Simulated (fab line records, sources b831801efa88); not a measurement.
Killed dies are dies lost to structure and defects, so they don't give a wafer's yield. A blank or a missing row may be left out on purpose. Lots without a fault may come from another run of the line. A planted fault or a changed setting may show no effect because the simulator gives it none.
Which tool did it? | flow sky130 | 12 lots, 36 wafers sampled, at 2 steps of a route of 708

WHAT THE GAUGES READ, wafer by wafer
SKY_METAL4_CD_MEAS_13: target cd 300 nm. Usual: cd_nm 299.8 nm, standard deviation 1.5.
lot  | measured     | on        | cd_nm (nm)        | flag
L810 | day 43 05:31 | cd_sem-01 | 298.7 298.7 297.9 |
L811 | day 43 07:23 | cd_sem-02 | 298.8 298.7 300.1 |
L812 | day 43 14:38 | cd_sem-02 | 300.8 302.2 301.2 |
L814 | day 44 09:22 | cd_sem-01 | 298.9 299.1 298.7 |
L816 | day 44 10:58 | cd_sem-02 | 298.6 299.1 298.7 |
L817 | day 44 19:13 | cd_sem-02 | 298.4 297.9 297.7 |
L818 | day 45 03:28 | cd_sem-01 | 300.7 299.8 300.6 |
L820 | day 45 11:25 | cd_sem-01 | 299.5 300.8 299.6 |
L823 | day 46 01:41 | cd_sem-01 | 301.4 300.6 301.4 |
L826 | day 46 18:11 | cd_sem-01 | 301.7 301.6 301.1 |
L829 | day 47 16:47 | cd_sem-02 | 302.2 302.0 301.0 |
L831 | day 47 20:40 | cd_sem-02 | 299.0 300.0 300.8 |

WHICH TOOL RAN EACH LOT (tool, then ch and the chambers of the sampled wafers, then the start)
lot  | SKY_VIA1_CLEAN_19
L810 | wet_bench-03 ch 2, day 35 12:59
L811 | wet_bench-03 ch 0, day 35 14:47
L812 | wet_bench-03 ch 3, day 35 23:53
L814 | wet_bench-02 ch 0, day 36 17:59
L816 | wet_bench-02 ch 3, day 36 20:52
L817 | wet_bench-02 ch 3, day 37 06:50
L818 | wet_bench-01 ch 1, day 37 18:55
L820 | wet_bench-01 ch 1, day 38 03:42
L823 | wet_bench-01 ch 0, day 38 21:17
L826 | wet_bench-03 ch 0, day 39 19:06
L829 | wet_bench-03 ch 3, day 40 23:11
L831 | wet_bench-01 ch 0, day 41 00:53
- SKY_VIA1_CLEAN_19: cleans in O3/DIW.

WHAT THE TOOLS THEMSELVES READ (means of the sampled wafers that have a number; where no wafer has one, the mark that the record gives instead)
The record holds no such reading with a usual standard deviation.

THE ANSWER, worked out from the rows above alone
Rule: a lot is off if the mean of its wafers that have a number lies more than 3 standard deviations from the usual mean. A lot without any number at a reading at which 4 lots or more have one is off too. The other lots that the step has rows for count as sound. The gauges are gone through in route order, then the tools' own readings, and for those a lot's mean is taken as printed above. The first step at which some lot is off is used, and at that step the reading that is off furthest; a lot without a number counts as furthest.
No lot is off at any reading shown: from this, nothing can be told.

WHAT THE SIMULATOR HAD PUT IN
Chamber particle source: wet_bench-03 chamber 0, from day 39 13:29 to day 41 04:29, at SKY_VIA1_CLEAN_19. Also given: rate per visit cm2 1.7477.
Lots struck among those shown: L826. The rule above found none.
